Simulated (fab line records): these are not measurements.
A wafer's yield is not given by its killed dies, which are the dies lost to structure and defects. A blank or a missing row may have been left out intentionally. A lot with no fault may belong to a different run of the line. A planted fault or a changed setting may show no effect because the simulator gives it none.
Which tool was responsible? ; flow sky130 ; at 1 step of a route of 708, 12 lots with 36 wafers sampled

WHAT THE GAUGES READ, wafer by wafer
SKY_CAPM_OVL_MEAS_12.
lot;measured;on;CAPM_OVL (nm)
L075;day 37 19:32;overlay-01;-2.1 -0.4 -1.8
L077;day 38 21:32;overlay-02;-0.1 -1.7 -1.5
L078;day 39 08:40;overlay-02;0.7 -0.4 0.2
L081;day 40 01:38;overlay-02;0.3 -0.2 -1.9
L083;day 40 03:47;overlay-02;-0.6 0.0 0.7
L085;day 41 00:19;overlay-02;-3.4 -2.2 -3.0
L087;day 41 14:28;overlay-01;-2.3 -2.1 -1.1
L088;day 42 00:38;overlay-01;-4.3 -3.5 -2.4
L091;day 42 15:53;overlay-02;-0.9 -0.9 1.6
L093;day 43 02:28;overlay-02;-1.7 -1.0 -0.8
L095;day 43 13:11;overlay-01;0.3 -0.7 -0.5
L097;day 44 03:49;overlay-02;-1.8 -1.4 -1.5

EACH LOT AND THE TOOL THAT RAN IT (in order: tool; ch and the chambers of the sampled wafers; start)
Record: no process step prior to these readings.

THE ANSWER, worked out from the rows above alone
Rule: the lots themselves supply what counts as usual. Put in order of their means at a reading, lots are off if they are a third of the lots or fewer, leave a main group of 4 or more, and stand apart from it by a gap of 3 or more times the standard deviation of the main group's means; of several such gaps the widest counts. The tables above print the reading to a certain number of digits; a main group whose means all agree to those digits is not used. Also off: a lot with no number at a reading for which 4 or more lots have one. Any other lot the step has rows for is counted as sound.
Nothing can be told from this: no lot is off at any reading shown.

WHAT THE SIMULATOR PUT IN
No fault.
